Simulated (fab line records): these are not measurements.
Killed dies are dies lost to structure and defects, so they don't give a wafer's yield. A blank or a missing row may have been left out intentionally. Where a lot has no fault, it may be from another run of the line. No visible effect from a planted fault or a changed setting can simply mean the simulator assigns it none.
Chamber matching || flow gf180mcu || GF_CONTACT_CMP_04 on cmp-02: 4 sister chambers
The step polishes SiO2. 4 wafers are shown with their chamber, then 8 later ones without.

WAFERS WITH THEIR CHAMBER
{"wafer": "L505.5", "chamber": 0, "motorCurrentA (A)": 13.6}
{"wafer": "L511.4", "chamber": 1, "motorCurrentA (A)": 10.0}
{"wafer": "L511.6", "chamber": 3, "motorCurrentA (A)": 12.0}
{"wafer": "L513.1", "chamber": 2, "motorCurrentA (A)": 11.8}

WAFERS WITH NO CHAMBER GIVEN
{"wafer": "L513.4", "motorCurrentA (A)": 11.9}
{"wafer": "L513.5", "motorCurrentA (A)": 11.8}
{"wafer": "L515.2", "motorCurrentA (A)": 11.7}
{"wafer": "L515.3", "motorCurrentA (A)": 10.5}
{"wafer": "L515.6", "motorCurrentA (A)": 11.2}
{"wafer": "L517.1", "motorCurrentA (A)": 12.4}
{"wafer": "L517.5", "motorCurrentA (A)": 10.5}
{"wafer": "L517.6", "motorCurrentA (A)": 12.1}

CHAMBER TAKEN BY EACH
{"wafer": "L513.4", "from the rows above": "can't be placed: 2 or 3", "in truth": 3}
{"wafer": "L513.5", "from the rows above": "can't be placed: 2 or 3", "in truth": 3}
{"wafer": "L515.2", "from the rows above": "can't be placed: 2 or 3", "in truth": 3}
{"wafer": "L515.3", "from the rows above": 1, "in truth": 1}
{"wafer": "L515.6", "from the rows above": "can't be placed: 2 or 3 or 1", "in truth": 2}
{"wafer": "L517.1", "from the rows above": "can't be placed: 3 or 2", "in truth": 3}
{"wafer": "L517.5", "from the rows above": 1, "in truth": 1}
{"wafer": "L517.6", "from the rows above": "can't be placed: 3 or 2", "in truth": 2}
Placed correctly: 2 of 8. Not placeable from these rows: 6 (in 6, the candidates include the true chamber). Wrongly placed: 0.
How it was worked out, from the rows above alone: a wafer's distance from a chamber is the root of the sum, over the readings, of the square of ((its reading less the chamber's mean) divided by the reading's scatter). If the next closest chamber is less than 2 further off than the closest, the wafer can't be placed; otherwise it belongs to the closest. The mean given for a chamber averages the wafers shown for that chamber. The scatter: with one shown wafer a chamber, the root of the mean of the squares of how far each hidden wafer lies from its nearest shown one.
